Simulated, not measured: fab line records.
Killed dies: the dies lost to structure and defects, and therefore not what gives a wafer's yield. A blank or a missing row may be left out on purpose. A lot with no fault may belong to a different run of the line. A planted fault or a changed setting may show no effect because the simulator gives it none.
fab line records | flow sfqLine
[record] lots = 6 wafers = 18 lastDay = 90
route steps=325 shown M2@102 I2@103
lots untouched by any fault: they come from a run of this same line in which no faults occurred
startH: start of the lot's first displayed wafer, in hours after the record's first day | waitH: hours elapsed since this lot's preceding step | " as in the row above | L1.1+2: a single row standing in for several wafers | - value missing, or start not given | * or withheld: withheld | < > ~ a bound
route shown NAME@n: names a module that has steps shown in the file, with the first one's number in the route | usual: average and standard deviation across the fault-free wafers | same: alike in all rows | chamber/n: place in a boat | sites: readings site by site | _std_site: the values' standard deviation | _edge_site: outer sites' mean less inner sites' | radiusMm: for every site, how far away it sits from the centre of the wafer | mask NAME#n: copy n | behind: tool/chamber where the wafer was last shaped | hold: reason for holding the lot/hours on hold/outcome of the hold | device: the transistor (n, p or np) that didn't switch | end of line: at the end of the route, the tests of the same wafers | where a step has no rows: the recipe by itself | killed: not the wafer's yield, but the dies lost to structure and defects at the first sort | map: a wafer's dies, marking killed ones x, the rest . and places with no die _
set.NAME: the setting as run; set.NAME@STEP: as run at that earlier step | model.NAME: the simulator's own value behind a step, which no gauge read
lots at some steps of the route; a table a step, a row a wafer
services: when a tool's chamber went out of use (startH, in hours from the record's first day, below 0 if earlier), for how many hours, and the reason
[[steps]]
[step SFQ_TRILAYER_M2_STRIP_SOLV_CLEAN_062]
[recipe] chemistry = NMP tempC = 70 timeS = 600
[step SFQ_TRILAYER_I2_DEP_PECVD_063]
[recipe] material = SiO2 tempC = 150 timeS = 111.11 pressureTorr = 2.4 rfW = 183.3 precursor = SiH4/N2O targetThkNm = 500
[usual] heaterPowerW = 89/12 throttleValvePct = 24.8/1.6
// columns lot.wafer tool chamber startH waitH heaterPowerW throttleValvePct
L241.4 pecvd-04 0 557.98 0.0 74 25.6
L241.5 " 1 " " 88 24.9
L241.6 " 2 " " 69 24.3
L243.1 pecvd-02 1 714.66 0.0 100 24.2
L243.3 " 2 " " 97 22.9
L243.5 " 1 " " 98 24.1
L252.1 pecvd-02 0 760.54 0.0 112 21.7
L252.5 " 0 " " 117 21.6
L252.6 " 2 " " 85 23.4
L253.1 pecvd-01 0 766.52 0.0 80 28.0
L253.3 " 2 " " 98 24.4
L253.4 " 1 " " 83 25.6
L259.2 pecvd-02 1 832.08 0.0 98 24.8
L259.3 " 0 " " 116 21.9
L259.5 " 1 " " 101 24.7
L260.3 pecvd-04 1 840.68 0.0 86 25.9
L260.4 " 2 " " 82 24.3
L260.5 " 1 " " 87 25.7
[step SFQ_TRILAYER_I2_CMP_CMP_064]
[recipe] material = SiO2 downForcePsi = 3 platenRpm = 60 padVelocityMS = 0.94248
[usual] headPressurePsi = 3.000/0.0061 motorCurrentA = 10.4/1.3 slurryFilterDpKPa = 13.50/0.14 timeToEndpointS = 213/8.2
// columns lot.wafer tool chamber startH waitH headPressurePsi motorCurrentA slurryFilterDpKPa timeToEndpointS
L241.4 cmp-01 2 569.36 11.3 3.005 9.8 13.55 201
L241.6 " 0 570.36 12.3 3.003 9.0 13.44 224
L241.5 " 1 " " 3.001 9.5 13.57 207
L243.3 cmp-01 0 774.00 59.3 3.006 9.3 13.48 213
L243.1 " 2 775.00 60.3 2.998 10.1 13.30 197
L243.5 " 0 776.00 61.3 3.007 9.1 13.67 214
L252.1 cmp-01 0 799.00 38.4 3.004 9.0 13.68 214
L252.6 " 1 " " 3.008 9.7 13.54 207
L252.5 " 2 " " 3.008 9.7 13.26 204
L253.4 cmp-01 1 806.50 39.9 3.003 10.1 13.38 213
L253.1 " 2 " " 2.992 9.3 13.50 208
L253.3 " 3 " " 3.007 10.8 13.19 213
L259.3 cmp-02 0 838.90 6.8 3.004 10.5 13.27 216
L259.2 " 2 839.90 7.8 2.998 9.2 13.64 209
L259.5 " 1 841.40 9.2 2.997 13.0 13.75 218
L260.3 cmp-02 1 844.90 4.2 2.997 13.3 13.43 213
L260.4 " 2 " " 3.001 9.3 13.47 215
L260.5 " 2 847.40 6.6 3.006 10.2 13.65 210
[step SFQ_I2_BOW_MEAS_917]
[recipe] mode = bow
[usual] I2_BOW = 1/7.6
// columns lot.wafer tool chamber startH waitH I2_BOW[um]
L241.4 filmMetro-01 - 571.42 1.6 5
L241.5 " - " " -2
L241.6 " - " " 1
L243.1 filmMetro-02 - 776.50 1.0 1
L243.3 " - " " 4
L243.5 " - " " -8
L252.1 filmMetro-03 - 800.50 1.0 -4
L252.5 " - " " -8
L252.6 " - " " 10
L253.1 filmMetro-02 - 809.50 2.0 -3
L253.3 " - " " 1
L253.4 " - " " -3
L259.2 filmMetro-02 - 841.92 1.5 7
L259.3 " - " " -2
L259.5 " - " " -6
L260.3 filmMetro-01 - 847.94 2.5 4
L260.4 " - " " -2
L260.5 " - " " -3
[step SFQ_TRILAYER_I2_METRO_MEASURE_065]
[usual] thkNm = 199.3/1.2
// columns lot.wafer tool chamber startH waitH thkNm
L241.4 filmMetro-01 - 572.08 0.6 197.5
L241.5 " - " " 199.7
L241.6 " - " " 200.9
L243.1 filmMetro-02 - 776.62 0.1 198.6
L243.3 " - " " 200.3
L243.5 " - " " 201.4
L252.1 filmMetro-03 - 800.62 0.1 201.5
L252.5 " - " " 198.0
L252.6 " - " " 198.5
L253.1 filmMetro-02 - 809.62 0.1 198.5
L253.3 " - " " 199.9
L253.4 " - " " 200.5
L259.2 filmMetro-02 - 842.22 0.3 198.0
L259.3 " - " " 200.2
L259.5 " - " " 198.6
L260.3 filmMetro-01 - 848.42 0.5 199.9
L260.4 " - " " 199.7
L260.5 " - " " 199.7
[step SFQ_TRILAYER_I2_VIA_LITHO_COAT_072]
[recipe] resist = BARC spinRpm = 3000 resistThkNm = 62
[step SFQ_TRILAYER_I2_VIA_LITHO_COAT_067]
[recipe] resist = KrF spinRpm = 3000 resistThkNm = 650
[step SFQ_TRILAYER_I2_VIA_LITHO_SOFTBAKE_071]
[recipe] tempC = withheld timeS = withheld resist = KrF
[step SFQ_TRILAYER_I2_VIA_LITHO_EXPOSE_068]
[recipe] maskId = I2 na = 0.6 sourceShape = conventional sigmaOuter = 0.65 targetCdNm = 500 doseMj = 21.3
[step SFQ_TRILAYER_I2_VIA_LITHO_PEB_070]
[recipe] pebTempC = 115 pebTimeS = 60 resist = KrF
[step SFQ_TRILAYER_I2_VIA_LITHO_DEVELOP_069]
[recipe] timeS = 60 resist = KrF
[step SFQ_I2_OVL_MEAS_918]
[usual] I2_OVL = 1/5.2
// columns lot.wafer tool chamber startH waitH I2_OVL[nm]
L241.4 overlay-02 - 711.28 0.1 -3
L241.5 " - " " -3
L241.6 " - " " -2
L243.1 overlay-02 - 780.20 0.1 -7
L243.3 " - " " -8
L243.5 " - " " -4
L252.1 overlay-01 - 935.67 0.1 -1
L252.5 " - " " -3
L252.6 " - " " -6
L253.1 overlay-02 - 946.47 0.1 5
L253.3 " - " " -1
L253.4 " - " " -1
L259.2 overlay-01 - 992.20 0.1 6
L259.3 " - " " 8
L259.5 " - " " 6
L260.3 overlay-02 - 997.13 0.1 -2
L260.4 " - " " 1
L260.5 " - " " -1
[step SFQ_TRILAYER_I2_VIA_BARC_OPEN_VIA_ETCH_096]
[recipe] maskMaterial = PR chemistry = O2 targetDepthNm = 125 target = BARC sourceW = 500 biasW = 80 pressureMtorr = 30 timeS = 41.7
[usual] biasW = 80.03/0.22 drypumpMotorCurrentA = 5.6/0.36 oesProductAu = 0.685/0.005 runLengthS = 70.0/0.45
// columns lot.wafer tool chamber startH waitH biasW drypumpMotorCurrentA oesProductAu rfHoursCounterH runLengthS model.KrF_of_TRILAYER_I2_VIA_LITHO_COAT_067.thkNm
L241.4 rieDiel-02 0 711.30 0.0 80.45 5.5 0.689 11 69.5 570
L241.5 " 2 " " 80.34 5.8 0.689 - 70.3 572.8
L241.6 " 3 " " 80.03 5.8 0.689 - 69.8 571.5
L243.1 rieDiel-03 0 780.23 0.0 80.09 5.3 0.683 14 70.8 568.8
L243.3 " 2 " " 79.56 6.2 0.688 6 70.3 571.9
L243.5 " 1 " " 79.69 5.7 0.688 - 69.2 568.9
L252.1 rieDiel-02 0 935.71 0.0 80.29 5.5 0.676 15 69.7 575.3
L252.5 " 0 " " 79.80 5.5 0.560 - 97.5 541.5
L252.6 " 1 " " 80.07 4.9 0.684 - 69.6 577.6
L253.1 rieDiel-02 2 946.51 0.0 80.32 5.8 0.681 18 69.8 570.4
L253.3 " 3 " " 79.81 5.8 0.560 20 98.2 536.7
L253.4 " 0 " " 80.05 5.5 0.561 15 98.0 535
L259.2 rieDiel-01 3 992.23 0.0 80.10 5.1 0.685 15 70.1 572.9
L259.3 " 1 " " 80.03 5.8 0.684 14 71.0 574.3
L259.5 " 3 " " 80.12 5.1 0.676 - 70.0 574.6
L260.3 rieDiel-03 0 997.15 0.0 80.05 5.3 0.685 18 70.5 570.3
L260.4 " 1 " " 79.79 5.7 0.694 17 69.5 570.7
L260.5 " 3 " " 79.96 5.3 0.684 - 70.3 570.4
[step SFQ_TRILAYER_I2_VIA_ETCH_VIA_ETCH_070]
[recipe] target = SiO2 stopOn = Nb maskMaterial = PR taperDeg = 20 chemistry = CHF3 targetDepthNm = 260 sourceW = 500 biasW = 80 pressureMtorr = 30 timeS = withheld
[usual] biasW = 80.02/0.21 drypumpMotorCurrentA = 5.6/0.36 oesProductAu = 0.853/0.0055
// columns lot.wafer tool chamber startH waitH biasW drypumpMotorCurrentA oesProductAu model.KrF_of_TRILAYER_I2_VIA_LITHO_COAT_067.thkNm
L241.4 rieDiel-02 0 711.34 0.0 80.12 5.5 0.846 524.3
L241.5 " 2 " " 80.01 5.8 0.859 528.2
L241.6 " 3 " " 79.96 5.8 0.855 526.4
L243.1 rieDiel-03 0 780.27 0.0 80.04 5.3 0.849 522.4
L243.3 " 2 " " 80.14 6.2 0.858 526.2
L243.5 " 1 " " 79.75 5.7 0.854 523.9
L252.1 rieDiel-02 0 935.75 0.0 80.61 5.5 0.869 530
L252.5 " 0 " " 80.16 5.5 0.841 496.1
L252.6 " 1 " " 79.88 4.9 0.855 533.7
L253.1 rieDiel-02 2 946.55 0.0 79.79 5.8 0.848 525.8
L253.3 " 3 " " 79.98 5.8 0.859 491.9
L253.4 " 0 " " 80.08 5.5 0.850 489.6
L259.2 rieDiel-01 3 992.27 0.0 79.96 5.2 0.848 528.8
L259.3 " 1 " " 79.96 5.8 0.863 529.5
L259.5 " 3 " " 80.04 5.2 0.846 530.4
L260.3 rieDiel-03 0 997.19 0.0 80.12 5.3 0.850 524.5
L260.4 " 1 " " 79.82 5.7 0.851 525.9
L260.5 " 3 " " 80.22 5.3 0.850 524.3
[step SFQ_TRILAYER_I2_VIA_STRIP_STRIP_071]
[recipe] gas = O2 powerW = 200 platenTempC = 40 overashFraction = 0.65 chemistry = O2 pressureMtorr = 50
[usual] drypumpMotorCurrentA = 5.7/0.54 oesProductAu = 1.001/0.011
// columns lot.wafer tool chamber startH waitH drypumpMotorCurrentA oesProductAu rfHoursCounterH
L241.4 rieMetal-04 0 711.65 - 5.7 1.003 -
L241.5 " 1 " " 5.8 0.988 -
L241.6 " 0 " " 5.7 0.998 -
L243.1 rieMetal-04 1 780.39 - 5.9 1.000 78
L243.3 " 0 " " 5.7 1.018 -
L243.5 " 1 " " 5.9 0.992 -
L252.1 rieMetal-02 0 935.86 - 5.0 1.000 79
L252.5 " 0 " " 5.0 0.994 -
L252.6 " 1 " " 5.7 0.988 -
L253.1 rieMetal-01 1 946.66 - 6.6 0.996 54
L253.3 " 1 " " 6.7 0.986 -
L253.4 " 0 " " 5.1 1.005 -
L259.2 rieMetal-04 0 992.38 - 5.7 1.027 68
L259.3 " 1 " " 5.9 1.010 -
L259.5 " 1 " " 5.9 1.011 -
L260.3 rieMetal-01 1 997.51 - 6.7 1.002 -
L260.4 " 0 " " 5.1 0.994 -
L260.5 " 1 " " 6.7 1.002 -
[[services]]
// columns tool chamber startH hours kind
rieDiel-02 - 567.54 0.6 repair
rieDiel-02 - 611.70 0.5 repair
rieDiel-02 2 614.02 3.2 repair
cmp-01 - 623.28 0.5 repair
rieDiel-02 - 624.47 2.8 pm
rieDiel-03 - 625.24 0.3 repair
cmp-01 - 641.63 8.7 repair
cmp-01 - 656.22 0.6 repair
cmp-01 - 660.06 1.8 repair
rieDiel-02 0 679.77 22.3 repair
rieDiel-02 2 692.88 7.9 repair
cmp-01 - 719.83 28.4 pm
cmp-01 - 748.78 1.2 repair
cmp-01 - 751.27 4.0 pm
rieDiel-02 - 758.88 14.6 pm
cmp-01 - 809.50 6.6 pm
cmp-01 - 837.85 0.6 repair
rieDiel-02 3 861.68 1.2 repair
cmp-01 - 886.31 4.0 pm
cmp-01 - 890.49 5.2 repair
cmp-01 - 895.38 0.4 repair
rieDiel-03 3 908.34 5.7 repair
rieDiel-03 0 927.59 3.1 repair
cmp-01 - 930.39 0.2 repair
[[key]]
[firstSign] step = SFQ_TRILAYER_I2_VIA_BARC_OPEN_VIA_ETCH_096 reading = runLengthS direction = up sigmas = 62 usual = * struck = *
[effect] step = SFQ_TRILAYER_I2_VIA_BARC_OPEN_VIA_ETCH_096 reading = oesProductAu direction = down sigmas = 25 usual = 0.685 struck = 0.560
[modelEffect] step = SFQ_TRILAYER_I2_VIA_BARC_OPEN_VIA_ETCH_096 value = KrF_of_TRILAYER_I2_VIA_LITHO_COAT_067.thkNm without = 572.5 struck = 537.7
[modelEffect] step = SFQ_TRILAYER_I2_VIA_ETCH_VIA_ETCH_070 value = KrF_of_TRILAYER_I2_VIA_LITHO_COAT_067.thkNm without = 527.3 struck = 492.5
metAt SFQ_TRILAYER_I2_VIA_BARC_OPEN_VIA_ETCH_096
struckWafers L252.5,L253.3,L253.4
onsetBetween 711.30 935.71
[fault] kind = processParameterDrift tool = rieDiel-02 chamber = - onsetH = 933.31 steps = SFQ_TRILAYER_I2_VIA_BARC_OPEN_VIA_ETCH_096 channel = timeS offset = * shape = step endH = 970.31 scope = struckWafersOnly actsIn = * stated = *
